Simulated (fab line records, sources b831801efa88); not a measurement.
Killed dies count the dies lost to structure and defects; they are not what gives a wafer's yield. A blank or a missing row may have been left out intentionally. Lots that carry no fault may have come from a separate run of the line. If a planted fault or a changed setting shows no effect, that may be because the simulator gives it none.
What tool caused it? :: flow gf180mcu :: 13 lots, 39 wafers sampled, at 2 steps of a route of 602

## WHAT THE GAUGES SHOWED, per wafer
GF_STI_THK_MEAS_24.
lot: L307
measured: day 2 11:20
on: filmMetro-01
STI_CVD_23_THK (nm): 648 647 648

lot: L308
measured: day 2 18:55
on: filmMetro-01
STI_CVD_23_THK (nm): 641 664 639

lot: L309
measured: day 2 21:56
on: filmMetro-01
STI_CVD_23_THK (nm): 645 630 643

lot: L310
measured: day 3 03:15
on: filmMetro-01
STI_CVD_23_THK (nm): 644 657 652

lot: L311
measured: day 3 04:47
on: filmMetro-02
STI_CVD_23_THK (nm): 651 664 635

lot: L313
measured: day 3 17:40
on: filmMetro-02
STI_CVD_23_THK (nm): 666 663 660

lot: L314
measured: day 3 23:25
on: filmMetro-04
STI_CVD_23_THK (nm): 650 667 646

lot: L315
measured: day 4 02:49
on: filmMetro-04
STI_CVD_23_THK (nm): 649 658 643

lot: L317
measured: day 4 12:56
on: filmMetro-02
STI_CVD_23_THK (nm): 640 658 641

lot: L318
measured: day 4 19:08
on: filmMetro-04
STI_CVD_23_THK (nm): 648 652 653

lot: L325
measured: day 6 05:37
on: filmMetro-01
STI_CVD_23_THK (nm): 703 702 686

lot: L326
measured: day 6 12:46
on: filmMetro-01
STI_CVD_23_THK (nm): 690 702 698

lot: L329
measured: day 7 06:38
on: filmMetro-02
STI_CVD_23_THK (nm): 640 654 655

## WHAT TOOL EACH LOT RAN ON (gives the tool, then ch and the chambers of the sampled wafers, and finally the start)
lot: L307
GF_STI_CVD_23: hdpcvd-01 ch 1,2, day 2 11:15

lot: L308
GF_STI_CVD_23: hdpcvd-01 ch 0,2, day 2 18:51

lot: L309
GF_STI_CVD_23: hdpcvd-02 ch 0,1, day 2 21:51

lot: L310
GF_STI_CVD_23: hdpcvd-01 ch 1,2, day 3 03:10

lot: L311
GF_STI_CVD_23: hdpcvd-01 ch 0,1,2, day 3 04:43

lot: L313
GF_STI_CVD_23: hdpcvd-02 ch 0,2, day 3 17:35

lot: L314
GF_STI_CVD_23: hdpcvd-01 ch 0,2, day 3 23:20

lot: L315
GF_STI_CVD_23: hdpcvd-01 ch 0,1,2, day 4 02:45

lot: L317
GF_STI_CVD_23: hdpcvd-02 ch 1,2, day 4 12:52

lot: L318
GF_STI_CVD_23: hdpcvd-02 ch 0,2, day 4 19:04

lot: L325
GF_STI_CVD_23: hdpcvd-02 ch 0,1,2, day 6 05:32

lot: L326
GF_STI_CVD_23: hdpcvd-02 ch 0,1,2, day 6 12:41

lot: L329
GF_STI_CVD_23: hdpcvd-01 ch 0,1,2, day 7 06:32
- GF_STI_CVD_23: deposits SiO2, target thk 650 nm, time 108.3 s.

## WHAT THE TOOLS THEMSELVES READ (means of the sampled wafers that have a number; where no wafer has one, the mark that the record gives instead)
GF_STI_CVD_23.
lot: L307
tool: hdpcvd-01
susceptorTempC (C): 599.59

lot: L308
tool: hdpcvd-01
susceptorTempC (C): 600.11

lot: L309
tool: hdpcvd-02
susceptorTempC (C): 600.09

lot: L310
tool: hdpcvd-01
susceptorTempC (C): 600.05

lot: L311
tool: hdpcvd-01
susceptorTempC (C): 600.12

lot: L313
tool: hdpcvd-02
susceptorTempC (C): 599.93

lot: L314
tool: hdpcvd-01
susceptorTempC (C): 600.07

lot: L315
tool: hdpcvd-01
susceptorTempC (C): 600.18

lot: L317
tool: hdpcvd-02
susceptorTempC (C): 600.31

lot: L318
tool: hdpcvd-02
susceptorTempC (C): 600.00

lot: L325
tool: hdpcvd-02
susceptorTempC (C): 599.89

lot: L326
tool: hdpcvd-02
susceptorTempC (C): 599.73

lot: L329
tool: hdpcvd-01
susceptorTempC (C): 599.81

## THE ANSWER, worked out from the rows above alone
Rule: what is usual is taken from the lots themselves. The widest of any qualifying gaps counts: lots, ordered by their means at a reading, are off when they make up no more than a third of the lots, leave a main group of 4 or more, and stand apart from it by 3 or more times the standard deviation of that group's means. The tables above print the reading to a certain number of digits; a main group whose means all agree to those digits is not used. Also off: a lot with no number at a reading for which 4 or more lots have one. All remaining lots with rows at the step are treated as sound. The gauges are gone through in route order, then the tools' own readings, and for those a lot's mean is taken as printed above. The first step at which some lot is off is used, and at that step the reading that is off furthest; a lot without a number counts as furthest.
Off: L325, L326, at GF_STI_THK_MEAS_24 (STI_CVD_23_THK). Mean 650 nm and standard deviation 5.4 in the main group.
If a tool, at a process step before that reading, ran all the lots that are off and no sound lot after the first of them, it fits. The gauges at GF_STI_THK_MEAS_24 are tried like those tools. Undecided on this evidence; 2 tools fit (hdpcvd-02 at GF_STI_CVD_23, filmMetro-01 at GF_STI_THK_MEAS_24).

## WHAT WAS PUT IN BY THE SIMULATOR
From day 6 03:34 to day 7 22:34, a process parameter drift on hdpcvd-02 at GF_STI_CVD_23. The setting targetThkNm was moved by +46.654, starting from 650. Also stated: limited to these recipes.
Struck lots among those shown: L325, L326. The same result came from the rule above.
